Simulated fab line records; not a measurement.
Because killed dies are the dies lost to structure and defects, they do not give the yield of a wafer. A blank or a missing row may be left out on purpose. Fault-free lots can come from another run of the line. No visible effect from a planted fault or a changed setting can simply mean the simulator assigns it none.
fab line records ; flow sky130
record: lots: 5; wafers: 23
route steps=708 shown CAP2M@616 VIA4@641 METAL5@665 PASSIVATION@688
start-h: start of the lot's first displayed wafer, in hours after the record's first day ; wait-h: hours elapsed since this lot's preceding step ; " the same as in the row above ; L1.1+2: a row that stands for several wafers ; - no value, or no start was given ; * or withheld: withheld ; < > ~ a bound
route shown NAME@n: NAME is a module with steps in the file, n the number in the route of the first one ; usual: the fault-free wafers' mean and standard deviation ; same: alike in all rows ; chamber/n: place in a boat ; sites: the reading at each site ; _std_site: the standard deviation of these ; _edge_site: outer sites' mean less inner sites' ; radius-mm: how far each site lies from the wafer's centre ; mask NAME#n: copy n ; behind: the most recent tool/chamber to have shaped the wafer ; hold: what put the lot on hold/how long, in hours/how the hold closed ; device: whichever transistor did not switch (one of n, p or np) ; end of line: at the end of the route, the tests of the same wafers ; for a step that has no rows: nothing shown but its recipe ; killed: dies lost to structure and defects at the first sort, not the wafer's yield ; map: a wafer's dies, marking killed ones x, the rest . and places with no die _
set.NAME: setting as actually run; set.NAME@STEP: the setting as run at that earlier step ; model.NAME: the simulator's own value behind a step, which no gauge read
lots run with intentionally changed settings; tables by step, rows by wafer
== steps ==
step: SKY_CAP2M_METAL_ETCH_13
recipe: target-depth-nm: 220; stop-on: SiO2; chemistry: Cl2/BCl3; target: TiN; pressure-mtorr: 10; icp-w: 900; bias-w: 48.5; Cl2_flow_sccm: 60; bcl3-flow-sccm: 30; time-s: 62.9
lot.wafer;tool;chamber;start-h;wait-h;set.icp-w;model.NOVOLAK_of_CAP2M_COAT_07.thk-nm
L077.2;rie-metal-04;1;978.32;0.0;852.9;1009
L077.3;rie-metal-04;0;978.32;0.0;900;996
L077.4;rie-metal-04;1;978.32;0.0;852.9;997.3
L077.5;rie-metal-04;1;978.32;0.0;900;993.7
L077.6;rie-metal-04;0;978.32;0.0;900;996.9
L078.1;rie-metal-03;1;985.47;0.0;900;996.9
L078.2;rie-metal-03;0;985.47;0.0;900;999.3
L078.3;rie-metal-03;1;985.47;0.0;1006;982.8
L078.4;rie-metal-03;0;985.47;0.0;900;997.6
L078.5;rie-metal-03;1;985.47;0.0;1006;980.6
L080.1;rie-metal-03;0;1006.52;0.0;937.8;990.1
L080.2;rie-metal-03;1;1006.52;0.0;937.8;992.5
L080.4;rie-metal-03;1;1006.52;0.0;900;997.1
L080.5;rie-metal-03;1;1006.52;0.0;937.8;992.4
L080.6;rie-metal-03;0;1006.52;0.0;900;997.7
L081.1;rie-metal-01;0;1025.56;0.0;900;993.3
L081.2;rie-metal-01;1;1025.56;0.0;802.6;1001
L081.3;rie-metal-01;1;1025.56;0.0;802.6;1007
L081.5;rie-metal-01;0;1025.56;0.0;900;995.1
L081.6;rie-metal-01;1;1025.56;0.0;802.6;1005
L082.1;rie-metal-04;1;1026.57;0.0;900;994.4
L082.4;rie-metal-04;0;1026.57;0.0;900;996.8
L082.5;rie-metal-04;0;1026.57;0.0;900;994.5
step: SKY_CAP2M_STRIP_14
recipe: chemistry: O2/N2; power-w: 1400; pressure-mtorr: 1500; platen-temp-c: withheld; o2-flow-sccm: 3000; n2-flow-sccm: 300; overash-fraction: 0.5
usual: strip-time-to-endpoint-s: 12.69/0.046
lot.wafer;tool;chamber;start-h;wait-h;set.icp-w@CAP2M_METAL_ETCH_13;strip-time-to-endpoint-s
L077.2;plasma-asher-01;1;978.40;0.1;852.9;12.77
L077.3;plasma-asher-01;0;978.40;0.1;900;12.68
L077.4;plasma-asher-01;1;978.40;0.1;852.9;12.69
L077.5;plasma-asher-01;1;978.40;0.1;900;12.66
L077.6;plasma-asher-01;0;978.40;0.1;900;12.71
L078.1;plasma-asher-01;1;985.55;0.1;900;12.68
L078.2;plasma-asher-01;0;985.55;0.1;900;12.74
L078.3;plasma-asher-01;1;985.55;0.1;1006;12.53
L078.4;plasma-asher-01;0;985.55;0.1;900;12.70
L078.5;plasma-asher-01;1;985.55;0.1;1006;12.52
L080.1;plasma-asher-04;1;1006.63;0.1;937.8;12.61
L080.2;plasma-asher-04;0;1006.63;0.1;937.8;12.65
L080.4;plasma-asher-04;1;1006.63;0.1;900;12.71
L080.5;plasma-asher-04;1;1006.63;0.1;937.8;12.64
L080.6;plasma-asher-04;0;1006.63;0.1;900;12.69
L081.1;plasma-asher-04;1;1025.63;0.1;900;12.66
L081.2;plasma-asher-04;0;1025.63;0.1;802.6;12.74
L081.3;plasma-asher-04;1;1025.63;0.1;802.6;12.81
L081.5;plasma-asher-04;0;1025.63;0.1;900;12.68
L081.6;plasma-asher-04;1;1025.63;0.1;802.6;12.80
L082.1;plasma-asher-01;0;1026.65;0.1;900;12.67
L082.4;plasma-asher-01;1;1026.65;0.1;900;12.69
L082.5;plasma-asher-01;0;1026.65;0.1;900;12.66
step: SKY_VIA4_CMP_02
recipe: material: SiO2; down-force-psi: 4; platen-rpm: 60; pad-velocity-m-s: 0.94248
lot.wafer;tool;chamber;start-h;wait-h;set.leave-above-ref-nm;model.SiO2_of_VIA4_HDPCVD_00.thk-nm
L077.4;cmp-02;1;1004.74;0.1;580;579.4
L077.3;cmp-02;2;1004.74;0.1;604.9;603.3
L077.2;cmp-02;3;1004.74;0.1;604.9;-
L077.5+6;cmp-02;0,1;1004.74;0.1;580;-
L078.2+3;cmp-01;1,2;1010.86;0.0;542.4;-
L078.4;cmp-01;3;1010.86;0.0;580;-
L078.1;cmp-01;0;1010.86;0.0;580;581
L078.5;cmp-01;1;1010.86;0.0;542.4;543.5
L080.2+1;cmp-01;0,1;1032.11;0.1;580;-
L080.4;cmp-01;2;1032.11;0.1;617.8;619.2
L080.6;cmp-01;3;1032.11;0.1;580;579.5
L080.5;cmp-01;0;1032.11;0.1;617.8;-
L081.2;cmp-02;3;1051.34;0.0;580;578.3
L081.3+1;cmp-02;0,1;1051.34;0.0;555.2;555
L081.6;cmp-02;3;1051.34;0.0;580;579
L081.5;cmp-02;0;1051.34;0.0;555.2;555.5
L082.4;cmp-01;1;1052.31;0.0;580;579.9
L082.1;cmp-01;0;1052.31;0.0;580;581.6
L082.5;cmp-01;2;1052.31;0.0;580;580.6
step: SKY_VIA4_SOFTBAKE_07
recipe: temp-c: 90; time-s: 60; resist: NOVOLAK
lot.wafer;tool;chamber;start-h;wait-h;set.time-s
L077.2+4+6;litho-track-03;0;1016.40;0.1;65.61
L077.3+5;litho-track-03;0;1016.40;0.1;60
L078.1+2+3+4+5;litho-track-01;0;1024.07;0.1;60
L080.1+4+5;litho-track-02;0;1044.10;0.1;65.88
L080.2+6;litho-track-02;0;1044.10;0.1;60
L081.1+2+5;litho-track-03;0;1061.47;0.1;68.49
L081.3+6;litho-track-03;0;1061.47;0.1;60
L082.1+4+5;litho-track-03;0;1062.67;0.1;60
step: SKY_VIA4_EXPOSE_08
recipe: mask-id: VIM4; na: 0.6; source-shape: conventional; sigma-outer: 0.6; polarization: unpolarized; target-cd-nm: 800; dose-mj: 132
step: SKY_VIA4_PEB_09
recipe: temp-c: withheld; time-s: *; resist: NOVOLAK
step: SKY_VIA4_DEVELOP_10
recipe: resist: NOVOLAK; developer: TMAH; develop-time-s: 60; dev-temp-c: 23
step: SKY_VIA4_ETCH_12
recipe: target: SiO2; chemistry: C4F8/O2/Ar; stop-on: TiN; mask-material: NOVOLAK; source-w: 1500; bias-w: 1200; pressure-mtorr: 40; c4f8-flow-sccm: withheld; O2_flow_sccm: 6; Ar_flow_sccm: 300; time-s: withheld; target-depth-a: 5800
usual: oes-product-au: 0.926/0.0048
lot.wafer;tool;chamber;start-h;wait-h;set.leave-above-ref-nm@VIA4_CMP_02;oes-product-au;model.VIA4.feature-depth-nm
L077.2;rie-diel-01;2;1028.76;0.0;604.9;0.951;603.4
L077.3;rie-diel-01;1;1028.76;0.0;604.9;0.949;603.3
L077.4;rie-diel-01;0;1028.76;0.0;580;0.922;579.4
L077.5;rie-diel-01;1;1028.76;0.0;580;0.933;579.4
L077.6;rie-diel-01;2;1028.76;0.0;580;0.922;580.6
L078.1;rie-diel-04;2;1034.64;0.0;580;0.930;581
L078.2;rie-diel-04;3;1034.64;0.0;542.4;0.896;542.9
L078.3;rie-diel-04;1;1034.64;0.0;542.4;0.890;544.7
L078.4;rie-diel-04;0;1034.64;0.0;580;0.925;580.7
L078.5;rie-diel-04;3;1034.64;0.0;542.4;0.892;543.5
L080.1;rie-diel-02;1;1055.71;0.0;580;0.924;580.6
L080.2;rie-diel-02;3;1055.71;0.0;580;0.925;580.2
L080.4;rie-diel-02;0;1055.71;0.0;617.8;0.959;619.2
L080.5;rie-diel-02;3;1055.71;0.0;617.8;0.955;617.8
L080.6;rie-diel-02;2;1055.71;0.0;580;0.921;579.5
L081.1;rie-diel-04;1;1073.09;0.0;555.2;0.895;555
L081.2;rie-diel-04;0;1073.09;0.0;580;0.930;578.3
L081.3;rie-diel-04;3;1073.09;0.0;555.2;0.895;555
L081.5;rie-diel-04;3;1073.09;0.0;555.2;0.908;555.5
L081.6;rie-diel-04;2;1073.09;0.0;580;0.930;579
L082.1;rie-diel-01;0;1074.71;0.0;580;0.927;581.6
L082.4;rie-diel-01;0;1074.71;0.0;580;0.932;579.9
L082.5;rie-diel-01;3;1074.71;0.0;580;0.924;580.6
step: SKY_VIA4_SPUTTER_17
recipe: material: TiN; target-thk-nm: 20; chamber-pressure-pa: 5; power-w: 4000; time-s: 80
lot.wafer;tool;chamber;start-h;wait-h;set.power-w;model.TiN_of_VIA4_SPUTTER_17.thk-nm
L077.2;pvd-sputter-03;-;1029.43;0.0;4000;19.43
L077.3;pvd-sputter-03;-;1029.43;0.0;4000;19.66
L077.4;pvd-sputter-03;-;1029.43;0.0;4000;19.7
L077.5;pvd-sputter-03;-;1029.43;0.0;3597;17.67
L077.6;pvd-sputter-03;-;1029.43;0.0;3597;17.6
L078.1;pvd-sputter-03;-;1035.33;0.0;3534;17.58
L078.2;pvd-sputter-03;-;1035.33;0.0;3534;17.87
L078.3;pvd-sputter-03;-;1035.33;0.0;3534;17.76
L078.4;pvd-sputter-03;-;1035.33;0.0;4000;20.18
L078.5;pvd-sputter-03;-;1035.33;0.0;4000;20.24
L080.1;pvd-sputter-01;-;1056.37;0.0;4460;22.06
L080.2;pvd-sputter-01;-;1056.37;0.0;4000;19.67
L080.4;pvd-sputter-01;-;1056.37;0.0;4000;19.7
L080.5;pvd-sputter-01;-;1056.37;0.0;4460;22.04
L080.6;pvd-sputter-01;-;1056.37;0.0;4000;19.63
L081.1;pvd-sputter-04;-;1073.75;0.0;3666;18.24
L081.2;pvd-sputter-04;-;1073.75;0.0;4000;20.12
L081.3;pvd-sputter-04;-;1073.75;0.0;4000;20.09
L081.5;pvd-sputter-04;-;1073.75;0.0;4000;19.96
L081.6;pvd-sputter-04;-;1073.75;0.0;3666;18.29
L082.1;pvd-sputter-04;-;1075.77;0.0;4000;20.27
L082.4;pvd-sputter-04;-;1075.77;0.0;4000;20.19
L082.5;pvd-sputter-04;-;1075.77;0.0;4000;20.06
step: SKY_METAL5_SPUTTER_04
recipe: material: TiN; target-thk-nm: 70; power-w: 6500; time-s: 58.3; chamber-pressure-pa: 0.4
lot.wafer;tool;chamber;start-h;wait-h;set.time-s;model.TiN_of_METAL5_SPUTTER_04.thk-nm
L077.2;pvd-sputter-04;-;1030.24;0.0;52.33;63.46
L077.3;pvd-sputter-04;-;1030.24;0.0;58.3;70.29
L077.4;pvd-sputter-04;-;1030.24;0.0;58.3;70.78
L077.5;pvd-sputter-04;-;1030.24;0.0;52.33;62.97
L077.6;pvd-sputter-04;-;1030.24;0.0;52.33;63.16
L078.1;pvd-sputter-02;-;1036.41;0.0;58.3;70.43
L078.2;pvd-sputter-02;-;1036.41;0.0;49.85;60.21
L078.3;pvd-sputter-02;-;1036.41;0.0;49.85;59.39
L078.4;pvd-sputter-02;-;1036.41;0.0;49.85;58.92
L078.5;pvd-sputter-02;-;1036.41;0.0;58.3;69.55
L080.1;pvd-sputter-01;-;1057.18;0.0;50.22;60.16
L080.2;pvd-sputter-01;-;1057.18;0.0;50.22;59.28
L080.4;pvd-sputter-01;-;1057.18;0.0;58.3;69.58
L080.5;pvd-sputter-01;-;1057.18;0.0;50.22;61.04
L080.6;pvd-sputter-01;-;1057.18;0.0;58.3;70.5
L081.1;pvd-sputter-02;-;1074.56;0.0;58.3;70.62
L081.2;pvd-sputter-02;-;1074.56;0.0;60.64;73.83
L081.3;pvd-sputter-02;-;1074.56;0.0;60.64;73.97
L081.5;pvd-sputter-02;-;1074.56;0.0;58.3;71.83
L081.6;pvd-sputter-02;-;1074.56;0.0;60.64;73.26
L082.1;pvd-sputter-04;-;1076.58;0.0;58.3;69.09
L082.4;pvd-sputter-04;-;1076.58;0.0;58.3;69.32
L082.5;pvd-sputter-04;-;1076.58;0.0;58.3;70.25
step: SKY_METAL5_EXPOSE_11
recipe: mask-id: MM5; na: 0.6; source-shape: conventional; sigma-outer: 0.6; polarization: unpolarized; target-cd-nm: 1600; dose-mj: 190
lot.wafer;tool;chamber;start-h;wait-h;mask;set.dose-mj
L077.2+5;iline-stepper-01;0;-;-;MM5#0;190
L077.3+4+6;iline-stepper-01;0;-;-;MM5#0;196.2
L078.1+2;iline-stepper-01;0;-;-;MM5#0;190
L078.3+4+5;iline-stepper-01;0;-;-;MM5#0;202.2
L080.1+2;iline-stepper-01;0;-;-;MM5#0;190
L080.4+5+6;iline-stepper-01;0;-;-;MM5#0;196.5
L081.1+2+3+5+6;iline-stepper-02;0;-;-;MM5#0;190
L082.1+4+5;iline-stepper-02;0;-;-;MM5#0;190
step: SKY_METAL5_PEB_12
recipe: temp-c: withheld; time-s: *; resist: NOVOLAK
step: SKY_METAL5_DEVELOP_13
recipe: resist: NOVOLAK; developer: TMAH; develop-time-s: 60; dev-temp-c: 23
step: SKY_METAL5_DESCUM_14
recipe: chemistry: O2; source-power-w: 150; bias-power-w: 0; pressure-mtorr: 10; temp-c: 40; time-s: 11
lot.wafer;tool;chamber;start-h;wait-h;set.dose-mj@METAL5_EXPOSE_11;model.METAL5.cd-nm
L077.2+5;rie-metal-02;0;1053.47;0.1;190;1598
L077.3;rie-metal-02;0;1053.47;0.1;196.2;1588
L077.4;rie-metal-02;1;1053.47;0.1;196.2;1591
L077.6;rie-metal-02;1;1053.47;0.1;196.2;1589
L078.1;rie-metal-03;1;1059.67;0.1;190;1603
L078.2;rie-metal-03;0;1059.67;0.1;190;1602
L078.3+4;rie-metal-03;1,0;1059.67;0.1;202.2;1586
L078.5;rie-metal-03;1;1059.67;0.1;202.2;1587
L080.1;rie-metal-02;1;1078.72;0.1;190;1598
L080.2;rie-metal-02;0;1078.72;0.1;190;1599
L080.4;rie-metal-02;1;1078.72;0.1;196.5;1592
L080.5;rie-metal-02;0;1078.72;0.1;196.5;1591
L080.6;rie-metal-02;1;1078.72;0.1;196.5;1590
L081.1+5;rie-metal-02;0;1094.29;0.1;190;1596
L081.2;rie-metal-02;1;1094.29;0.1;190;1599
L081.3+6;rie-metal-02;1;1094.29;0.1;190;1597
L082.1;rie-metal-04;0;1096.74;0.1;190;1597
L082.4;rie-metal-04;0;1096.74;0.1;190;1596
L082.5;rie-metal-04;1;1096.74;0.1;190;1598
step: SKY_METAL5_METAL_ETCH_15
recipe: target-depth-a: 12600; stop-on: SiO2; over-etch-frac: 0.2; time-s: 252; chemistry: Cl2/BCl3; resist-sidewall-deg: 86; pressure-mtorr: 10; icp-w: 900; bias-w: 48.5; Cl2_flow_sccm: 60; bcl3-flow-sccm: 30
lot.wafer;tool;chamber;start-h;wait-h;set.dose-mj@METAL5_EXPOSE_11;model.METAL5.cd-nm
L077.2;rie-metal-02;0;1053.51;0.0;190;1604
L077.3;rie-metal-02;0;1053.51;0.0;196.2;1590
L077.4;rie-metal-02;1;1053.51;0.0;196.2;1592
L077.5;rie-metal-02;0;1053.51;0.0;190;1602
L077.6;rie-metal-02;1;1053.51;0.0;196.2;1589
L078.1;rie-metal-03;1;1059.71;0.0;190;1607
L078.2;rie-metal-03;0;1059.71;0.0;190;1605
L078.3;rie-metal-03;1;1059.71;0.0;202.2;1591
L078.4;rie-metal-03;0;1059.71;0.0;202.2;1587
L078.5;rie-metal-03;1;1059.71;0.0;202.2;1589
L080.1;rie-metal-02;1;1078.76;0.0;190;1595
L080.2;rie-metal-02;0;1078.76;0.0;190;1592
L080.4;rie-metal-02;1;1078.76;0.0;196.5;1587
L080.5;rie-metal-02;0;1078.76;0.0;196.5;1580
L080.6;rie-metal-02;1;1078.76;0.0;196.5;1581
L081.1;rie-metal-02;0;1094.32;0.0;190;1592
L081.2+6;rie-metal-02;1;1094.32;0.0;190;1597
L081.3+5;rie-metal-02;1,0;1094.32;0.0;190;1596
L082.1+4;rie-metal-04;0;1096.77;0.0;190;1593
L082.5;rie-metal-04;1;1096.77;0.0;190;1581
step: SKY_PASSIVATION_SOFTBAKE_07
recipe: temp-c: 110; time-s: withheld
lot.wafer;tool;chamber;start-h;wait-h;set.temp-c;model.coat_of_PASSIVATION_COAT_06.thk-nm
L077.2+3;litho-track-04;0;1065.12;0.1;110;3013
L077.4;litho-track-04;0;1065.12;0.1;110;3008
L077.5;litho-track-04;0;1065.12;0.1;110;3018
L077.6;litho-track-04;0;1065.12;0.1;110;3011
L078.1;litho-track-02;0;1072.55;0.1;113.7;2969
L078.2;litho-track-02;0;1072.55;0.1;110;2993
L078.3;litho-track-02;0;1072.55;0.1;113.7;2968
L078.4;litho-track-02;0;1072.55;0.1;110;3003
L078.5;litho-track-02;0;1072.55;0.1;110;2999
L080.1;litho-track-04;0;1089.99;0.1;110;3017
L080.2;litho-track-04;0;1089.99;0.1;110;3005
L080.4;litho-track-04;0;1089.99;0.1;110;3007
L080.5;litho-track-04;0;1089.99;0.1;110;3011
L080.6;litho-track-04;0;1089.99;0.1;110;3004
L081.1;litho-track-02;0;1105.15;0.1;113.5;2975
L081.2;litho-track-02;0;1105.15;0.1;110;3004
L081.3;litho-track-02;0;1105.15;0.1;110;3010
L081.5;litho-track-02;0;1105.15;0.1;113.5;2986
L081.6;litho-track-02;0;1105.15;0.1;113.5;2982
L082.1;litho-track-02;0;1107.80;0.1;110;3000
L082.4+5;litho-track-02;0;1107.80;0.1;110;2993
step: SKY_PASSIVATION_EXPOSE_08
recipe: mask-id: NSM; target-cd-nm: 3000; na: 0.57; dose-mj: 260
step: SKY_PASSIVATION_PEB_09
recipe: temp-c: 115; time-s: withheld
step: SKY_PASSIVATION_DEVELOP_10
recipe: develop-time-s: 60; dev-temp-c: 23
step: SKY_PASSIVATION_ETCH_11
recipe: chemistry: CF4/O2; target-depth-nm: 725; stop-on: AlCu; source-w: 800; bias-w: 150; pressure-mtorr: 150; cf4-flow-sccm: 80; O2_flow_sccm: 10; time-s: 161.1
lot.wafer;tool;chamber;start-h;wait-h;set.temp-c@PASSIVATION_SOFTBAKE_07;model.coat_of_PASSIVATION_COAT_06.thk-nm
L077.2;rie-diel-04;3;1076.45;-;110;2532
L077.3;rie-diel-04;2;1076.45;-;110;2517
L077.4;rie-diel-04;1;1076.45;-;110;2515
L077.5;rie-diel-04;1;1076.45;-;110;2525
L077.6;rie-diel-04;0;1076.45;-;110;2523
L078.1;rie-diel-03;0;1082.05;-;113.7;2488
L078.2;rie-diel-03;3;1082.05;-;110;2509
L078.3;rie-diel-03;1;1082.05;-;113.7;2490
L078.4;rie-diel-03;2;1082.05;-;110;2521
L078.5;rie-diel-03;2;1082.05;-;110;2520
L080.1;rie-diel-04;2;1100.74;-;110;2529
L080.2;rie-diel-04;0;1100.74;-;110;2519
L080.4+5;rie-diel-04;0,2;1100.74;-;110;2524
L080.6;rie-diel-04;1;1100.74;-;110;2506
L081.1;rie-diel-04;2;1115.15;-;113.5;2477
L081.2;rie-diel-04;3;1115.15;-;110;2515
L081.3;rie-diel-04;0;1115.15;-;110;2517
L081.5;rie-diel-04;1;1115.15;-;113.5;2485
L081.6;rie-diel-04;0;1115.15;-;113.5;2490
L082.1;rie-diel-02;3;1117.97;-;110;2513
L082.4;rie-diel-02;1;1117.97;-;110;2506
L082.5;rie-diel-02;1;1117.97;-;110;2505
step: SKY_PASSIVATION_STRIP_12
recipe: chemistry: O2/N2; power-w: 1400; pressure-mtorr: 1500; platen-temp-c: withheld; overash-fraction: 0.7; o2-flow-sccm: 3000; n2-flow-sccm: 300
usual: strip-time-to-endpoint-s: 31.49/0.097
lot.wafer;tool;chamber;start-h;wait-h;set.temp-c@PASSIVATION_SOFTBAKE_07;strip-time-to-endpoint-s
L077.2;plasma-asher-01;1;1076.56;0.1;110;31.69
L077.3;plasma-asher-01;1;1076.56;0.1;110;31.52
L077.4;plasma-asher-01;0;1076.56;0.1;110;31.50
L077.5;plasma-asher-01;1;1076.56;0.1;110;31.64
L077.6;plasma-asher-01;0;1076.56;0.1;110;31.60
L078.1;plasma-asher-03;1;1082.16;0.1;113.7;31.17
L078.2;plasma-asher-03;0;1082.16;0.1;110;31.44
L078.3;plasma-asher-03;1;1082.16;0.1;113.7;31.22
L078.4;plasma-asher-03;0;1082.16;0.1;110;31.58
L078.5;plasma-asher-03;1;1082.16;0.1;110;31.56
L080.1;plasma-asher-03;0;1100.84;0.1;110;31.68
L080.2;plasma-asher-03;1;1100.84;0.1;110;31.55
L080.4;plasma-asher-03;1;1100.84;0.1;110;31.61
L080.5;plasma-asher-03;1;1100.84;0.1;110;31.61
L080.6;plasma-asher-03;0;1100.84;0.1;110;31.40
L081.1;plasma-asher-03;0;1115.26;0.1;113.5;31.05
L081.2;plasma-asher-03;1;1115.26;0.1;110;31.52
L081.3;plasma-asher-03;1;1115.26;0.1;110;31.52
L081.5;plasma-asher-03;0;1115.26;0.1;113.5;31.16
L081.6;plasma-asher-03;1;1115.26;0.1;113.5;31.21
L082.1;plasma-asher-03;0;1118.08;0.1;110;31.48
L082.4;plasma-asher-03;0;1118.08;0.1;110;31.39
L082.5;plasma-asher-03;1;1118.08;0.1;110;31.40
== key ==
split: step: SKY_CAP2M_METAL_ETCH_13; setting: icp-w; stated: 900; by: wafer
response: step: SKY_CAP2M_METAL_ETCH_13; reading: model.NOVOLAK_of_CAP2M_COAT_07.thk-nm; change: -1.2; per: 1%; r: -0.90
response: step: SKY_CAP2M_STRIP_14; reading: strip-time-to-endpoint-s; change: *; per: 1%; r: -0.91
split: step: SKY_VIA4_CMP_02; setting: leave-above-ref-nm; stated: 580; by: wafer
response: step: SKY_VIA4_CMP_02; reading: model.SiO2_of_VIA4_HDPCVD_00.thk-nm; change: +5.76; per: 1%; r: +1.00
response: step: SKY_VIA4_ETCH_12; reading: oes-product-au; change: +0.00567; per: 1%; r: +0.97
response: step: SKY_VIA4_ETCH_12; reading: model.VIA4.feature-depth-nm; change: +5.71; per: 1%; r: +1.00
split: step: SKY_VIA4_SOFTBAKE_07; setting: time-s; stated: 60; by: wafer
response none clear
split: step: SKY_VIA4_SPUTTER_17; setting: power-w; stated: 4000; by: wafer
response: step: SKY_VIA4_SPUTTER_17; reading: model.TiN_of_VIA4_SPUTTER_17.thk-nm; change: +0.207; per: 1%; r: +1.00
split: step: SKY_METAL5_SPUTTER_04; setting: time-s; stated: 58.3; by: wafer
response: step: SKY_METAL5_SPUTTER_04; reading: model.TiN_of_METAL5_SPUTTER_04.thk-nm; change: +0.715; per: 1%; r: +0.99
split: step: SKY_METAL5_EXPOSE_11; setting: dose-mj; stated: 190; by: wafer
response: step: SKY_METAL5_DESCUM_14; reading: model.METAL5.cd-nm; change: -2.51; per: 1%; r: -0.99
response: step: SKY_METAL5_METAL_ETCH_15; reading: model.METAL5.cd-nm; change: -2.95; per: 1%; r: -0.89
split: step: SKY_PASSIVATION_SOFTBAKE_07; setting: temp-c; stated: 110; by: wafer
response: step: SKY_PASSIVATION_SOFTBAKE_07; reading: model.coat_of_PASSIVATION_COAT_06.thk-nm; change: -8.48; per: 1%; r: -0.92
response: step: SKY_PASSIVATION_ETCH_11; reading: model.coat_of_PASSIVATION_COAT_06.thk-nm; change: -9.1; per: 1%; r: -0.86
response: step: SKY_PASSIVATION_STRIP_12; reading: strip-time-to-endpoint-s; change: *; per: 1%; r: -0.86
